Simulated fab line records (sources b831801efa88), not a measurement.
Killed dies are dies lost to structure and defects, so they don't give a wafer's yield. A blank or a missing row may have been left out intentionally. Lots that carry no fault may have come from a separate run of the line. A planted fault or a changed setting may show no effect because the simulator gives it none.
Matching of chambers + flow sky130 + SKY_VIA4_CMP_21 on cmp-02: 4 sister chambers
The step polishes, stops on SiO2, t overpolish 25 s, target thk 0 nm. 15 wafers are shown with their chamber, then 7 later ones without.

## WAFERS WITH THEIR CHAMBER
| wafer  | chamber | motor_current_A (A) | overpolish_run_s (s) | time_to_endpoint_s (s) |
|--------|---------|---------------------|----------------------|------------------------|
| L929.1 | 2       | 13.1                | 24.989               | 115                    |
| L929.2 | 1       | 11.1                | 25.003               | 115                    |
| L929.6 | 2       | 13.0                | 25.001               | 117                    |
| L930.1 | 3       | 10.4                | 25.006               | 120                    |
| L930.3 | 2       | 12.3                | 25.000               | 121                    |
| L930.4 | 0       | 9.7                 | 24.999               | 116                    |
| L931.1 | 1       | 11.2                | 24.989               | 120                    |
| L931.5 | 2       | 13.4                | 25.008               | 114                    |
| L931.6 | 1       | 10.7                | 24.991               | 120                    |
| L932.1 | 1       | 11.3                | 25.013               | 123                    |
| L932.3 | 0       | 10.2                | 24.986               | 116                    |
| L932.5 | 1       | 10.9                | 24.987               | 124                    |
| L933.1 | 0       | 10.2                | 24.997               | 125                    |
| L933.4 | 1       | 11.3                | 24.993               | 126                    |
| L933.5 | 1       | 10.8                | 24.994               | 129                    |

SIGNATURES (averages over the wafers above)
| reading            | chamber 0 | chamber 1 | chamber 2 | chamber 3 | scatter within a chamber |
|--------------------|-----------|-----------|-----------|-----------|--------------------------|
| motor_current_A    | 10.033    | 11.043    | 12.950    | 10.400    | 0.327                    |
| overpolish_run_s   | 24.99400  | 24.99571  | 24.99950  | 25.00600  | 0.00847                  |
| time_to_endpoint_s | 119.00    | 122.43    | 116.75    | 120.00    | 4.35                     |
Rule: a wafer's distance from a chamber is the root of the sum, over the readings, of the square of ((its reading less the chamber's mean) divided by the reading's scatter). If the next closest chamber is less than 2 further off than the closest, the wafer can't be placed; otherwise it belongs to the closest. The scatter: the root of (the sum of the squares of (reading less its chamber's mean) over the shown wafers, divided by (wafers less chambers)).

## WAFERS WHOSE CHAMBER IS MISSING
| wafer  | motor_current_A (A) | overpolish_run_s (s) | time_to_endpoint_s (s) |
|--------|---------------------|----------------------|------------------------|
| L934.1 | 13.0                | 25.019               | 115                    |
| L934.3 | 10.1                | 25.000               | 116                    |
| L934.6 | 12.0                | 24.989               | 124                    |
| L936.1 | 12.9                | 25.003               | 122                    |
| L936.2 | 10.1                | 25.006               | 123                    |
| L936.4 | 11.7                | 24.996               | 124                    |
| L944.6 | 9.9                 | 25.022               | 116                    |

## WHICH CHAMBER EACH ONE RAN IN
| wafer  | from the rows above          | in truth |
|--------|------------------------------|----------|
| L934.1 | 2                            | 2        |
| L934.3 | can't be placed: 0 or 3      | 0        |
| L934.6 | can't be placed: 1 or 2      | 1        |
| L936.1 | 2                            | 2        |
| L936.2 | can't be placed: 3 or 0 or 1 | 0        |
| L936.4 | 1                            | 1        |
| L944.6 | can't be placed: 3 or 0      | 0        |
3 of 7 placed correctly. Cannot be placed on the basis of these rows: 4; the candidates contain the true chamber in 4. Wrongly placed: 0.
